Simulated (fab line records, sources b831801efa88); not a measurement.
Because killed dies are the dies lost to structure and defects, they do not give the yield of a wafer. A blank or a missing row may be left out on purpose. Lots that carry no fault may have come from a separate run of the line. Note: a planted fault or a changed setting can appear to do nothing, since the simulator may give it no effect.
2 desks looking at one fault    flow gf180mcu    each desk holds nothing but its own numbers, with what lay behind them at the end

## THE TOOL OWNER'S DESK: rie-diel-01
The tool's own readings at GF_M5_ETCH_09 (etches Si3N4 in CF4/O2, target depth 52 nm, time 11.6 s): means of the sampled wafers that have a number, for each lot that ran on this tool. The brackets show how far a lot's mean lies from the usual mean; more than 4 standard deviations puts the lot out of limits, marked OUT.
Columns: A = drypump-motor-current-A at GF_M5_ETCH_09, usual 5.8 A; B = oes-product-au at GF_M5_ETCH_09, usual 0.997 a.u.; C = rf-fwd-power-W at GF_M5_ETCH_09, usual 787 W; D = throttle-valve-pct at GF_M5_ETCH_09, usual 5.969 %
lot   first seen here  A    B                 C              D
L860  day 27 02:04     5.7  0.996             782            5.975
L868  day 29 13:13     5.7  0.897 (-7.1) OUT  654 (-29) OUT  5.940
L870  day 30 03:52     5.9  0.894 (-7.4) OUT  652 (-30) OUT  5.936
This desk's verdict: out of limits on L868, L870, starting with L868 at day 29 13:13 (oes-product-au at GF_M5_ETCH_09). L860 stayed within limits.

## THE METROLOGY DESK
Lot by lot, what the gauges showed, no matter which tool ran the lot: averages of those sampled wafers that carry a number. The brackets show how far a lot's mean lies from the usual mean; more than 4 standard deviations puts the lot out of limits, marked OUT.
Columns: A = cd-nm at GF_M5_CD_MEAS_07, usual 280.2 nm; B = M5_OVL at GF_M5_OVL_MEAS_08, usual 3 nm
lot   first seen here  A      B
L858  day 26 03:36     281.9  9
L860  day 27 01:54     281.6  3
L868  day 29 13:04     279.6  13
L870  day 30 03:43     278.3  6
L875  day 31 09:19     279.3  1
L880  day 32 14:20     279.5  9
This desk found nothing out of limits on any of the 6 lots.

## ALL TOGETHER
On L868, L870, at day 29 13:13, an alarm was possible from the tool owner's desk.
Nothing out of limits was seen by the metrology desk.
The metrology desk holds a record of L868, L870, inside its limits.
On rie-diel-01, each named lot ran GF_M5_ETCH_09.

## WHAT THE SIMULATOR HAD INSERTED
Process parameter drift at GF_M5_ETCH_09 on rie-diel-01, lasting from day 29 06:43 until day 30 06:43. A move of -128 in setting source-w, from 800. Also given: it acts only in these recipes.
Struck lots among those shown: L868, L870.
Time in hours from fault onset to the first out-of-limits reading at each desk: the tool owner's desk, 6.
